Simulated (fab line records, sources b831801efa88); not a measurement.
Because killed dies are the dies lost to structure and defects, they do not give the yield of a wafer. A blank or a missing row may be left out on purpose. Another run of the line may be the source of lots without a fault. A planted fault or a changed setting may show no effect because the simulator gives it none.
Comparing a struck lot with a sound one / flow sky130 / 39 steps out of a route of 708
Sound: the wafers L107.1, L107.4, L107.6. Wafers L109.1, L109.4, L109.6 were the ones struck. At the end, the cause is stated.
Each step with rows lists, per side, the tool, then ch with its chambers, then its first start. Under that, the readings that differ: sound wafers / struck wafers / difference of the means / sigmas: that difference in standard deviations of wafers without a fault.
alike: a reading whose means differ by less than 2 such deviations, as well as words and numbers matching on both sides. not compared: withheld readings; readings where some wafer has no value; bounds like >300 that might hide an equal value; numbers whose values overlap and for which the record gives no deviation.
The two part at a step that has a row with sigmas, a row that says differs or no value, or rows on one side only. Non-overlapping numbers with no deviation appear without sigmas and do not part them. Lack of a reading on every wafer of one side parts them only where that side has two or more wafers.

first, 10 steps without rows for these wafers: SKY_FIELD_ISO_CLEAN_20 (cleans in dHF, time 20 s); SKY_FIELD_ISO_WET_ETCH_21 (etches SiO2 in dHF, target depth 20 nm, time 400 s); SKY_FIELD_ISO_OXIDATION_22 (stabilise 600 s, purge 300 s, target thk 10 nm); SKY_FIELD_ISO_CVD_24 (deposits SiO2, target thk 595 nm, time 99.2 s); SKY_FIELD_ISO_ANNEAL_26 (time 1800 s); SKY_FIELD_ISO_CMP_27 (polishes, stops on Si3N4, t overpolish 16 s, target thk 457.8 nm); SKY_FIELD_ISO_WET_ETCH_28 (etches SiO2 in dHF, target depth 23.7 nm, time 47 s); SKY_FIELD_ISO_WET_ETCH_29 (etches Si3N4 in H3PO4, target depth 160 nm, time 1825 s); SKY_FIELD_ISO_WET_ETCH_30 (etches SiO2 in dHF, target depth 25 nm, time 50 s); SKY_NWELL_CLEAN_00 (cleans in SC1/SC2, time 150 s).
SKY_NWELL_OXIDATION_01: stabilise 600 s, purge 300 s, target thk 10 nm.
  sound on furnace-02 ch 0, day 3 04:25; struck on furnace-02 ch 0, day 3 15:25
  alike: spike-tc-bottom-C, spike-tc-top-C, tube-center-temp-C, zone-power-lower-pct, zone-power-upper-pct
SKY_NWELL_THK_MEAS_02:
  sound on film-metro-04 at day 3 05:49; struck on film-metro-01 at day 3 16:48
reading=NWELL_OXIDATION_THK (nm); sound=9.94 9.97 9.90; struck=15.69 15.46 16.21; difference=+5.85; sigmas=+27
then, 25 steps without rows for these wafers: SKY_DNWELL_DEHYDRATE_00 (time 60 s); SKY_DNWELL_HMDS_01 (prime time 60 s); SKY_DNWELL_COAT_02 (resist thk 3000 nm); SKY_DNWELL_SOFTBAKE_03; SKY_DNWELL_EXPOSE_04 (exposes mask DNM, target cd 3000 nm); SKY_DNWELL_PEB_05; SKY_DNWELL_DEVELOP_06 (develop time 60 s); SKY_DNWELL_IMPLANT_07; SKY_DNWELL_STRIP_08 (strips in O2/N2); SKY_PWDE_DEHYDRATE_00 (time 60 s); SKY_PWDE_HMDS_01 (prime time 60 s); SKY_PWDE_COAT_02 (resist thk 3000 nm); SKY_PWDE_SOFTBAKE_03; SKY_PWDE_EXPOSE_04 (exposes mask PWDEM, target cd 840 nm); SKY_PWDE_PEB_05; SKY_PWDE_DEVELOP_06 (develop time 60 s); SKY_PWDE_IMPLANT_08; SKY_PWDE_STRIP_09 (strips in O2/N2); SKY_NWELL_DEHYDRATE_03 (time 60 s); SKY_NWELL_HMDS_04 (prime time 60 s); SKY_NWELL_COAT_05 (resist thk 3000 nm); SKY_NWELL_SOFTBAKE_06; SKY_NWELL_EXPOSE_07 (exposes mask NWM, target cd 840 nm); SKY_NWELL_PEB_08; SKY_NWELL_DEVELOP_09 (develop time 60 s).
-- the record jumps here: 3 days lie between the struck wafers' starts before and after --
SKY_NWELL_CLEAN_27: cleans in SC1/SC2, time 150 s.
  sound on wet-bench-02 ch 2, day 6 00:23; struck on wet-bench-01 ch 2, day 6 10:46
reading=model.SiO2_of_NWELL_OXIDATION_01.thk-nm (nm); sound=9.594 9.64 9.555; struck=15.35 15.13 15.83; difference=+5.84; sigmas=
  alike: bath-guard-temp-C
-- the record jumps here: 41 days lie between the struck wafers' starts before and after (it left off in module NWELL and takes up again in module PAD_OPEN, whose first step shown is number 708 of the route) --
SKY_PAD_OPEN_PROBE_99:
  sound on prober-02 at day 46 12:15; struck on prober-02 at day 47 05:03
reading=model.etest.nfet_16v.r-on-ohm-um; sound=1.404e+04 1.412e+04 1.408e+04; struck=1.356e+04 1.367e+04 1.371e+04; difference=-4.333e+02; sigmas=
reading=model.etest.tip-p.rs-ohm-sq; sound=6826 6796 6866; struck=7180 7108 7164; difference=+321; sigmas=
reading=model.etest.pfet_01v8.r-on-ohm-um; sound=2872 2854 2926; struck=3042 3072 3102; difference=+188; sigmas=
reading=model.etest.pfet-g5v0d10v5.r-on-ohm-um; sound=4756 4721 4803; struck=4867 4872 4961; difference=+140; sigmas=
reading=model.etest.pfet_01v8_mvt.drive-ua-um; sound=154.1 154 150.5; struck=137.8 137.7 135.4; difference=-15.9; sigmas=
reading=model.etest.pfet_01v8.drive-ua-um; sound=194.1 195.7 191; struck=178.2 177.5 173.3; difference=-17.3; sigmas=
  alike: killed_at_M0_to_M3, killed_at_M4_up, killed-at-contacts, killed-at-front-end, killed-at-other, killed-dies, killed-open, killed-short
  not compared: model.etest.res-pwell-under-gate.rs-ohm-sq, model.etest.sonos-erased.drive-ua-um

== WHERE THEY PART ==
At SKY_NWELL_THK_MEAS_02 and nowhere else, as far as this record goes. Later steps at which nothing parts them and some readings are alike: SKY_NWELL_CLEAN_27, SKY_PAD_OPEN_PROBE_99.

WHY: what had been put in by the simulator
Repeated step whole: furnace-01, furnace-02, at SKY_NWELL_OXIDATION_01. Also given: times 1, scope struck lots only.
